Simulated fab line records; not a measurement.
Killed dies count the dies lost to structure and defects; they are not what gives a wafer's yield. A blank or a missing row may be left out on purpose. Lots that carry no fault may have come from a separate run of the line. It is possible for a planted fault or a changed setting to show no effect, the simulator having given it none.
A sampling plan put to the test + flow sky130 + each of the 50 faults these records tell of, on one fab line, judged from the records of the lots it struck
The line's own looks make up the plan; these are the steps of the route where a gauge or inspection reads the wafer and leaves it unchanged. A look is open to judgement when struck wafers have a number at it and the file gives its usual mean and standard deviation on fault-free wafers. Caught: the struck wafers' mean, at a look after the fault's first step, is 4 or more of those standard deviations (sigma) away from the usual mean. On the tool: the identical test, applied to the tool's own readings at the steps of the fault. A different recipe on the struck wafers counts as caught too, as does a record blank only for those wafers.

## THE FAULTS, as the simulator had put them in
1. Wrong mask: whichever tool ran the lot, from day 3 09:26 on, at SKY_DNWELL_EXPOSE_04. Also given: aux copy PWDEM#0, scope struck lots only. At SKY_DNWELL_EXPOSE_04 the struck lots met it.
2. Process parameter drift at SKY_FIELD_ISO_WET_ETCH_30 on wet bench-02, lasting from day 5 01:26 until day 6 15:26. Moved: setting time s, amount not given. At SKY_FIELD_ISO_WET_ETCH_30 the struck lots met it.
3. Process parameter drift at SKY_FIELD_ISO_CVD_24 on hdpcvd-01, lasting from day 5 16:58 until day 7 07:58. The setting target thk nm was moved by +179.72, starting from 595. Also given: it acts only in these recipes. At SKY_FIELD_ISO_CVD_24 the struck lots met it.
4. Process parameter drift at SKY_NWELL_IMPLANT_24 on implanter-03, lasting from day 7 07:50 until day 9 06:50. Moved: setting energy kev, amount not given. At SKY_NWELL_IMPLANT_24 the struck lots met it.
5. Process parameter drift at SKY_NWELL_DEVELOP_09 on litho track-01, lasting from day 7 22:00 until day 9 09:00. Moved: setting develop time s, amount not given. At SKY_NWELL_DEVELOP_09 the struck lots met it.
6. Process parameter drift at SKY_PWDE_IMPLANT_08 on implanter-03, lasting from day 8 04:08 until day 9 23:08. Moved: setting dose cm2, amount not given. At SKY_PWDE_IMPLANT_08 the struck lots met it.
7. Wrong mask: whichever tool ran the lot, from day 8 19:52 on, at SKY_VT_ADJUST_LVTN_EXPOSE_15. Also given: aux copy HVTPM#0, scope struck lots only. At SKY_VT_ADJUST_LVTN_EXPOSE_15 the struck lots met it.
8. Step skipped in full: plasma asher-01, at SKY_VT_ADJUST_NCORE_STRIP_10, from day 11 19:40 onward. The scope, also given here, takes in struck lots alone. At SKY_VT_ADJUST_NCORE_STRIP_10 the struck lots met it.
9. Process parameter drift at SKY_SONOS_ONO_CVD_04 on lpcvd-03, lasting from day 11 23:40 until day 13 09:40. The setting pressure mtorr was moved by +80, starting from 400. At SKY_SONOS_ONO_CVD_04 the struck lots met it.
10. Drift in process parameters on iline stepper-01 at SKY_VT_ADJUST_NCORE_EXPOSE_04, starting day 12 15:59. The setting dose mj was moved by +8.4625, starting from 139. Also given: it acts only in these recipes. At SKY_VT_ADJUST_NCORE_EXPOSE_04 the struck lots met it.
11. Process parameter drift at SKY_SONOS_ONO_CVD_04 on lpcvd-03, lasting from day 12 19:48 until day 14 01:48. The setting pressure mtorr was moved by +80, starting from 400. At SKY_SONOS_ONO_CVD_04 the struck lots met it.
12. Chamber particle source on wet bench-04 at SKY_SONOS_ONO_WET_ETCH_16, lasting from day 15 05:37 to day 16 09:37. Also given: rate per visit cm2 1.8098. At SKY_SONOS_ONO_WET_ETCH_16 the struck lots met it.
13. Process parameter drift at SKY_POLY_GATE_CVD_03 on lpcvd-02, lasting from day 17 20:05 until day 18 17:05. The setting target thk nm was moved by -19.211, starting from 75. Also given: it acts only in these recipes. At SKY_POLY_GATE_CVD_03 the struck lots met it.
14. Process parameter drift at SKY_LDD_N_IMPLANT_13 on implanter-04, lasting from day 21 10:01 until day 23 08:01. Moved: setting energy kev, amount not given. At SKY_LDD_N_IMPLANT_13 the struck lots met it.
15. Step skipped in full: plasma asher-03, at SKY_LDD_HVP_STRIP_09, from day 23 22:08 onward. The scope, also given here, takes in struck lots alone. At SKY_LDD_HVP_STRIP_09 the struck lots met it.
16. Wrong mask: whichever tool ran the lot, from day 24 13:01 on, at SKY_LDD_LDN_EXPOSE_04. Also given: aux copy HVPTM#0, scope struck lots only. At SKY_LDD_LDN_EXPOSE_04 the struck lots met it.
17. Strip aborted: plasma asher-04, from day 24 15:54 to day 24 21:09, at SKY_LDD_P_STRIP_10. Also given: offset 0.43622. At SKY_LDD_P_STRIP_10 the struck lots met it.
18. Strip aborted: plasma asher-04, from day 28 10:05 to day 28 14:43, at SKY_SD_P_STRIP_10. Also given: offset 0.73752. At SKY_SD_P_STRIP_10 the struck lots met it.
19. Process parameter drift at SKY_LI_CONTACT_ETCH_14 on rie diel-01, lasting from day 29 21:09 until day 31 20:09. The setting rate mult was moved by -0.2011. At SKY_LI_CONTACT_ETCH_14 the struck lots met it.
20. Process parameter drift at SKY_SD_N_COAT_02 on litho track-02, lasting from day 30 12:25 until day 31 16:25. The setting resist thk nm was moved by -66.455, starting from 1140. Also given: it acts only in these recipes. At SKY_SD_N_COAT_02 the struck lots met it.
21. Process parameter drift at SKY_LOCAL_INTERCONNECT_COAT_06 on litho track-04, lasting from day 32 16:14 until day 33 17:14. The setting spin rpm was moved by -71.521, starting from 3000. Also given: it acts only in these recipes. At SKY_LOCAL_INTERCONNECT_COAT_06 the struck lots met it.
22. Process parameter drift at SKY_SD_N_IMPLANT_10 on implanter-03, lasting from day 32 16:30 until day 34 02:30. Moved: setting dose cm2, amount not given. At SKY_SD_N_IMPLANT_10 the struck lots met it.
23. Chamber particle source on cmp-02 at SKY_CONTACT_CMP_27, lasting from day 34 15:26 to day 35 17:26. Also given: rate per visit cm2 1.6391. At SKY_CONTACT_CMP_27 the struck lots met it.
24. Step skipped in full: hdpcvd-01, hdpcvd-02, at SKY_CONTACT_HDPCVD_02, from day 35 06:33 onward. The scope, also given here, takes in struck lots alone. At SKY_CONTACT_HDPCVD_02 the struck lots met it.
25. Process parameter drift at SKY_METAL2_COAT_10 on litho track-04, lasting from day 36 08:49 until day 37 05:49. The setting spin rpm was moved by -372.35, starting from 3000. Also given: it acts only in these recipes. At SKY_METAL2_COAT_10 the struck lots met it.
26. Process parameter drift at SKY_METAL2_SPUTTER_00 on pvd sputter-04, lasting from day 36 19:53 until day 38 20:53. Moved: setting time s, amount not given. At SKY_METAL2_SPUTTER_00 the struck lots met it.
27. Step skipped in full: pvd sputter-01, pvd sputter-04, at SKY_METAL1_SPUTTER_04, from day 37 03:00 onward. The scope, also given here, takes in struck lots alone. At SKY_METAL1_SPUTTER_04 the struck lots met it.
28. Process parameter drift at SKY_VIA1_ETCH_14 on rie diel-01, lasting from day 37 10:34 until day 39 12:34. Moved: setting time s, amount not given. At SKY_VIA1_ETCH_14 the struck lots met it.
29. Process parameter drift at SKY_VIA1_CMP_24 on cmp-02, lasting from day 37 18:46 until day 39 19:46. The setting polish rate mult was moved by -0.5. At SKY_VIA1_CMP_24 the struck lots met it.
30. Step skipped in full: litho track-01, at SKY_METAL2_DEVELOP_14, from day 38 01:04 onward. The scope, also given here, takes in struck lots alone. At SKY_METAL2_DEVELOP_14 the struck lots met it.
31. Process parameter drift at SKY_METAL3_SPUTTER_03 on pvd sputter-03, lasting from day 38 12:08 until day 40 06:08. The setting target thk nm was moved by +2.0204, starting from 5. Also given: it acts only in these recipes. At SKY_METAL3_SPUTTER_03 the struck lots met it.
32. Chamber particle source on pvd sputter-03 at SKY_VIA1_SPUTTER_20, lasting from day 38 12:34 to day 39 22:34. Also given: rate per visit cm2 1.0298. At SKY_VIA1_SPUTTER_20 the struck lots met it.
33. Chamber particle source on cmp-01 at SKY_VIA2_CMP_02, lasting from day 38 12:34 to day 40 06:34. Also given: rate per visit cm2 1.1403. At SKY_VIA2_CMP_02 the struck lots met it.
34. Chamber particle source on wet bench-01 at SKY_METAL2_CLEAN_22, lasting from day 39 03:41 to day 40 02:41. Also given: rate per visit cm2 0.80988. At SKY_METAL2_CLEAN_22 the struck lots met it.
35. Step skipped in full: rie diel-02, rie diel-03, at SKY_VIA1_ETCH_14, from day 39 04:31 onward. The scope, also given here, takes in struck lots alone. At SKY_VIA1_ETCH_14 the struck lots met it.
36. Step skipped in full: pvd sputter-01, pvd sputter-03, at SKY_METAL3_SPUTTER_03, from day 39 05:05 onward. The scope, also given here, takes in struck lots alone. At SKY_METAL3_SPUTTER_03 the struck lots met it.
37. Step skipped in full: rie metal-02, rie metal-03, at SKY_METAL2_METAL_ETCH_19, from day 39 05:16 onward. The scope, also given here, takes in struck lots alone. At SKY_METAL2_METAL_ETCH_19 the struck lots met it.
38. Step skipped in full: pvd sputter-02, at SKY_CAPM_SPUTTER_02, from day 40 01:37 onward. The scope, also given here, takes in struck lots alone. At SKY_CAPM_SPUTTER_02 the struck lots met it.
39. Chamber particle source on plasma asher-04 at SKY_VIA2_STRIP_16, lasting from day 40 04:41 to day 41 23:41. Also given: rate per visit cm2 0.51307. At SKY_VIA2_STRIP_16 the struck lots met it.
40. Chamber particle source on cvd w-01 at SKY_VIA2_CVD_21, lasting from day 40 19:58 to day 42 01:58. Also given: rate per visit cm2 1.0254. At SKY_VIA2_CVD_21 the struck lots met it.
41. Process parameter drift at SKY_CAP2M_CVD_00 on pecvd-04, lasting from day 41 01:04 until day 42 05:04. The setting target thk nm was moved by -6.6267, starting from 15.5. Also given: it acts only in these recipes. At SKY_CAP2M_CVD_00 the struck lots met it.
42. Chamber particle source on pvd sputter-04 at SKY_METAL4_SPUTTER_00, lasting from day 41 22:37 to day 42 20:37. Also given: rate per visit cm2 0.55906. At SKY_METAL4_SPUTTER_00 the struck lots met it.
43. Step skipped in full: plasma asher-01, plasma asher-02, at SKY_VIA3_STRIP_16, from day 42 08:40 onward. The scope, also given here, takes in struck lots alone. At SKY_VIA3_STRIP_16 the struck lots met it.
44. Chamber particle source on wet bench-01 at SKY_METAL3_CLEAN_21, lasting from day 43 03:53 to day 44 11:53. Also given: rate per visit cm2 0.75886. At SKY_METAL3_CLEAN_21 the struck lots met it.
45. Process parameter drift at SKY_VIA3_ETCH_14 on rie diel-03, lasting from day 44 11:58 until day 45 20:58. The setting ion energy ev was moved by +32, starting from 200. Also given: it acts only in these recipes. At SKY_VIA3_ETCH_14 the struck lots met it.
46. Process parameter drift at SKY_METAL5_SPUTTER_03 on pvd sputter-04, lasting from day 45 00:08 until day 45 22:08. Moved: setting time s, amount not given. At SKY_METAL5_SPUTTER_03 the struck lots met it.
47. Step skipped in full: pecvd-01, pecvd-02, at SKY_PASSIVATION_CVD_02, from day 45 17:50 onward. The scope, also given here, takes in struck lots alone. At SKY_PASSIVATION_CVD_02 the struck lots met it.
48. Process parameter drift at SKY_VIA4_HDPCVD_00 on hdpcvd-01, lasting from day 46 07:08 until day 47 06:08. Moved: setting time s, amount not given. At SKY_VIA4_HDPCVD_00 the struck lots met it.
49. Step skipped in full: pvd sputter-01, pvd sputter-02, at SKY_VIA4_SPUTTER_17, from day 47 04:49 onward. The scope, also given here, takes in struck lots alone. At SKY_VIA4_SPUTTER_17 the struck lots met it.
50. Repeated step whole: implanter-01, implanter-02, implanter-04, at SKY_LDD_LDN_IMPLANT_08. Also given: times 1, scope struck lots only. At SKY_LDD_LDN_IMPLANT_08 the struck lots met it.

## WHAT THE PLAN SAW
| fault | on the tool itself                               | first look that catches it                      | reading, sigma                                            | median hours from its first step to that look | hours from the fault's start to the first struck lot there | judged looks passed uncaught |
|-------|--------------------------------------------------|-------------------------------------------------|-----------------------------------------------------------|-----------------------------------------------|------------------------------------------------------------|------------------------------|
| 1     | no reading that can be judged                    | SKY_DNWELL_TW_MEAS_09                           | DNWELL_TW -71                                             | 8.4                                           | 10                                                         | 0                            |
| 2     | run length s -9.3 sigma                          | none of the 4 looks that can be judged after it | -                                                         | -                                             | -                                                          | 4                            |
| 3     | under 2 sigma                                    | SKY_FIELD_ISO_THK_MEAS_25                       | FIELD_ISO_CVD_24_THK +30                                  | 0.1                                           | 4                                                          | 0                            |
| 4     | beam energy keV +99 or beyond sigma              | no look after it can be judged                  | -                                                         | -                                             | -                                                          | 0                            |
| 5     | no reading that can be judged                    | none of the 2 looks that can be judged after it | -                                                         | -                                             | -                                                          | 2                            |
| 6     | dose ions cm2 +54 sigma                          | SKY_NWELL_RS_MEAS_31                            | PWDE_RS -12                                               | 45.0                                          | 50                                                         | 0                            |
| 7     | no reading that can be judged                    | SKY_VT_ADJUST_LVTN_TW_MEAS_21                   | VT_ADJUST_LVTN_2_TW -99 or beyond                         | 10.2                                          | 17                                                         | 0                            |
| 8     | the tool's record is blank for the struck wafers | SKY_VT_ADJUST_HVTR_TW_MEAS_11                   | VT_ADJUST_HVTR_TW -94                                     | 25.2                                          | 28                                                         | 0                            |
| 9     | pressure mtorr +99 or beyond sigma               | SKY_SONOS_ONO_THK_MEAS_05                       | SONOS_ONO_CVD_04_THK +5.3                                 | 1.3                                           | 10                                                         | 0                            |
| 10    | exposure dose mJ cm2 +54 sigma                   | SKY_VT_ADJUST_NCORE_CD_MEAS_07                  | cd nm +6.6                                                | 12.5                                          | 12                                                         | 0                            |
| 11    | pressure mtorr +99 or beyond sigma               | SKY_SONOS_ONO_THK_MEAS_05                       | SONOS_ONO_CVD_04_THK +5.7                                 | 1.3                                           | 8                                                          | 0                            |
| 12    | no reading that can be judged                    | not the one look that can be judged after it    | -                                                         | -                                             | -                                                          | 1                            |
| 13    | no reading that can be judged                    | SKY_POLY_GATE_THK_MEAS_04                       | POLY_GATE_CVD_03_THK -29                                  | 1.4                                           | 6                                                          | 0                            |
| 14    | beam energy keV -99 or beyond sigma              | no look after it can be judged                  | -                                                         | -                                             | -                                                          | 0                            |
| 15    | the tool's record is blank for the struck wafers | SKY_LDD_LDN_TW_MEAS_13                          | LDD_LDN_TW -96                                            | 30.3                                          | 43                                                         | 0                            |
| 16    | under 2 sigma                                    | SKY_LDD_LDN_TW_MEAS_13                          | LDD_LDN_TW -96                                            | 15.9                                          | 28                                                         | 0                            |
| 17    | oes product au +54 sigma                         | SKY_LDD_HVN_TW_MEAS_10                          | LDD_HVN_TW -64                                            | 30.1                                          | 35                                                         | 0                            |
| 18    | oes product au -12 sigma                         | SKY_RES_XHIGH_TW_MEAS_09                        | RES_XHIGH_TW -99 or beyond                                | 26.4                                          | 31                                                         | 1                            |
| 19    | under 2 sigma                                    | no look after it can be judged                  | -                                                         | -                                             | -                                                          | 0                            |
| 20    | no reading that can be judged                    | none of the 2 looks that can be judged after it | strongest: cd nm at SKY_SD_N_CD_MEAS_07, +3.3             | -                                             | -                                                          | 2                            |
| 21    | spin speed rpm -38 sigma                         | none of the 2 looks that can be judged after it | -                                                         | -                                             | -                                                          | 2                            |
| 22    | dose ions cm2 -99 or beyond sigma                | SKY_SD_N_RS_MEAS_16                             | SD_N_RS +13                                               | 0.6                                           | 18                                                         | 0                            |
| 23    | under 2 sigma                                    | not the one look that can be judged after it    | -                                                         | -                                             | -                                                          | 1                            |
| 24    | the tool's record is blank for the struck wafers | no look after it can be judged                  | -                                                         | -                                             | -                                                          | 0                            |
| 25    | spin speed rpm -99 or beyond sigma               | no look after it can be judged                  | -                                                         | -                                             | -                                                          | 0                            |
| 26    | under 2 sigma                                    | no look after it can be judged                  | -                                                         | -                                             | -                                                          | 0                            |
| 27    | the tool's record is blank for the struck wafers | SKY_METAL1_THK_MEAS_06                          | METAL1_ALCU_THK +10                                       | 0.2                                           | 1                                                          | 0                            |
| 28    | run length s +15 sigma                           | no look after it can be judged                  | -                                                         | -                                             | -                                                          | 0                            |
| 29    | overpolish run s -99 or beyond sigma             | no look after it can be judged                  | -                                                         | -                                             | -                                                          | 0                            |
| 30    | no reading that can be judged                    | no look after it can be judged                  | -                                                         | -                                             | -                                                          | 0                            |
| 31    | under 2 sigma                                    | no look after it can be judged                  | -                                                         | -                                             | -                                                          | 0                            |
| 32    | under 2 sigma                                    | not the one look that can be judged after it    | -                                                         | -                                             | -                                                          | 1                            |
| 33    | under 2 sigma                                    | no look after it can be judged                  | -                                                         | -                                             | -                                                          | 0                            |
| 34    | no reading that can be judged                    | none of the 6 looks that can be judged after it | -                                                         | -                                             | -                                                          | 6                            |
| 35    | the tool's record is blank for the struck wafers | no look after it can be judged                  | -                                                         | -                                             | -                                                          | 0                            |
| 36    | the tool's record is blank for the struck wafers | no look after it can be judged                  | -                                                         | -                                             | -                                                          | 0                            |
| 37    | the tool's record is blank for the struck wafers | no look after it can be judged                  | -                                                         | -                                             | -                                                          | 0                            |
| 38    | the tool's record is blank for the struck wafers | no look after it can be judged                  | -                                                         | -                                             | -                                                          | 0                            |
| 39    | under 2 sigma                                    | none of the 2 looks that can be judged after it | -                                                         | -                                             | -                                                          | 2                            |
| 40    | under 2 sigma                                    | none of the 2 looks that can be judged after it | -                                                         | -                                             | -                                                          | 2                            |
| 41    | under 2 sigma                                    | SKY_CAP2M_THK_MEAS_01                           | CAP2M_CVD_00_THK -26                                      | 0.0                                           | 17                                                         | 0                            |
| 42    | under 2 sigma                                    | no look after it can be judged                  | -                                                         | -                                             | -                                                          | 0                            |
| 43    | the tool's record is blank for the struck wafers | no look after it can be judged                  | -                                                         | -                                             | -                                                          | 0                            |
| 44    | under 2 sigma                                    | not the one look that can be judged after it    | -                                                         | -                                             | -                                                          | 1                            |
| 45    | under 2 sigma                                    | no look after it can be judged                  | -                                                         | -                                             | -                                                          | 0                            |
| 46    | under 2 sigma                                    | no look after it can be judged                  | -                                                         | -                                             | -                                                          | 0                            |
| 47    | the tool's record is blank for the struck wafers | not the one look that can be judged after it    | strongest: PAD_OPEN_BOW at SKY_PAD_OPEN_BOW_MEAS_13, -2.6 | -                                             | -                                                          | 1                            |
| 48    | run length s +56 sigma                           | SKY_VIA4_THK_MEAS_01                            | VIA4_HDPCVD_THK +12                                       | 0.1                                           | 1                                                          | 0                            |
| 49    | the tool's record is blank for the struck wafers | no look after it can be judged                  | -                                                         | -                                             | -                                                          | 0                            |
| 50    | under 2 sigma                                    | SKY_LDD_LDN_TW_MEAS_13                          | LDD_LDN_TW +7.2                                           | 1.0                                           | -                                                          | 0                            |
Dash: fault not caught, or number not given in these records.

Caught at a look: 18 of 50. Caught on the tool: 26 of 50. By one or the other: 33 of 50.
Faults caught by the tool alone: 2, 4, 14, 21, 24, 25, 28, 29, 35, 36, 37, 38, 43, 47, 49.
Caught at a look alone: faults 1, 3, 7, 13, 16, 41, 50.
Caught by neither: faults 5, 12, 19, 20, 23, 26, 30, 31, 32, 33, 34, 39, 40, 42, 44, 45, 46.

## THINNER SAMPLING
Were the look that catches a fault to measure just every second or every third lot (counted by lot number), the first struck lot would, at worst, be measured this late:
| fault | struck lots at that look, in order of time | every lot | every second lot | every third lot |
|-------|--------------------------------------------|-----------|------------------|-----------------|
| 1     | L180                                       | 10 h      | may miss it      | may miss it     |
| 3     | L315, L316                                 | 4 h       | 8 h              | may miss all 2  |
| 6     | L323, L324                                 | 50 h      | 56 h             | may miss all 2  |
| 7     | L722                                       | 17 h      | may miss it      | may miss it     |
| 8     | L816, L817                                 | 28 h      | 34 h             | may miss all 2  |
| 9     | L231, L232, L233                           | 10 h      | 15 h             | 28 h            |
| 10    | L623, L630                                 | 12 h      | 49 h             | may miss all 2  |
| 11    | L497, L498, L499                           | 8 h       | 26 h             | 26 h            |
| 13    | L322, L323, L324                           | 6 h       | 10 h             | 19 h            |
| 15    | L887, L886                                 | 43 h      | 46 h             | may miss all 2  |
| 16    | L288                                       | 28 h      | may miss it      | may miss it     |
| 17    | L287                                       | 35 h      | may miss it      | may miss it     |
| 18    | L366                                       | 31 h      | may miss it      | may miss it     |
| 22    | L455, L456                                 | 18 h      | 20 h             | may miss all 2  |
| 27    | L746, L747, L748                           | 1 h       | 14 h             | 22 h            |
| 41    | L373, L375                                 | 17 h      | may miss all 2   | may miss all 2  |
| 48    | L931, L932, L934                           | 1 h       | 4 h              | may miss all 3  |
Hours count from the start of the fault until the first struck lot that is measured. The test against the limit of 4 sigma pooled every struck wafer, which means one lot taken alone may stay below that limit. Other struck lots may not be in these records.

## THE LONGEST TIMED WAY FROM STEP TO LOOK
Fault 6: median gap of 45.0 hours between SKY_PWDE_IMPLANT_08 and SKY_NWELL_RS_MEAS_31. No look between them can be judged.
